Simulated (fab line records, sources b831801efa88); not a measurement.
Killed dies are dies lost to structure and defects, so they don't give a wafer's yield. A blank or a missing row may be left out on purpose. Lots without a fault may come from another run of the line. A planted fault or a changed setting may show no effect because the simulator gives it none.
Problem report in the 8D (eight disciplines) form, filled by code | flow sky130 | the parts of the form that need people (team, actions taken, sign-off) are left out

1. THE PROBLEM
dose_ions_cm2 at SKY_LDD_N_IMPLANT_08 reads a mean of 6.582e+13 on 6 wafers of 2 lots; wafers without a fault read 7.499e+13 with a standard deviation of 7.4e+10. That is -99 or more standard deviations from the usual mean.
First seen on wafer L226.1, day 24 01:30, on implanter-04. The record holds 39 wafers of 13 lots with a number at this step. Rule for "out", or "out of limits": more than 4 standard deviations from the usual mean. The other wafers with a number count as sound.

2. WHAT IT IS AND WHAT IT IS NOT
question                    | is                     | is not
which readings at this step | dose_ions_cm2          | -
which lots                  | L226, L228             | L210, L211, L212, L213, L214, L215, L216, L217, L218, L219, L230
which wafers of those lots  | all that have a number | -
read on which tools         | implanter-04           | implanter-01, implanter-02
when                        | from day 24 01:30      | up to then (30 sound wafers); but 3 sound wafers of L230 came after

3. SUSPECTS, AND WHAT RULES EACH OUT
Counting: a tool at a process step up to the reading stays a suspect if it ran every lot that is out and no sound lot after the first of them.
- implanter-04 at SKY_LDD_N_IMPLANT_08: kept. It ran every lot that is out, first L226 (day 24 01:30), and no sound lot after that; its last sound lot up to then is L213 (day 19 13:48). Its own readings are out on those wafers: dose_ions_cm2.
Left after counting: implanter-04 at SKY_LDD_N_IMPLANT_08.

4. THE CAUSE (what the simulator had put in)
Process parameter drift: implanter-04, from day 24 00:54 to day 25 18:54, at SKY_LDD_N_IMPLANT_08. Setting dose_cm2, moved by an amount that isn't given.
Counting left only this tool.

5. THE CHAIN OF EFFECTS, in route order
Each row: a reading whose mean over the struck wafers that have a number lies more than 3 standard deviations from the usual. Only readings for which the record gives a usual standard deviation are gone through. hours: the time from each lot's start at the first step in this table that gives one to its start at this step, as a median over the lots. sigmas: the change in usual standard deviations.
hours | step                 | reading            | usual     | on struck wafers | change     | sigmas
0     | SKY_LDD_N_IMPLANT_08 | dose_ions_cm2      | 7.499e+13 | 6.582e+13        | -9.175e+12 | -99 or more
0     | SKY_LDD_N_IMPLANT_08 | faraday_current_uA | 422       | 369              | -53        | -6.0
The process steps in it:
- SKY_LDD_N_IMPLANT_08

6. WHAT WOULD HAVE CAUGHT IT SOONER
In this record the first reading out of limits was taken at day 24 01:30, 1 hour after the fault began at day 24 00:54.
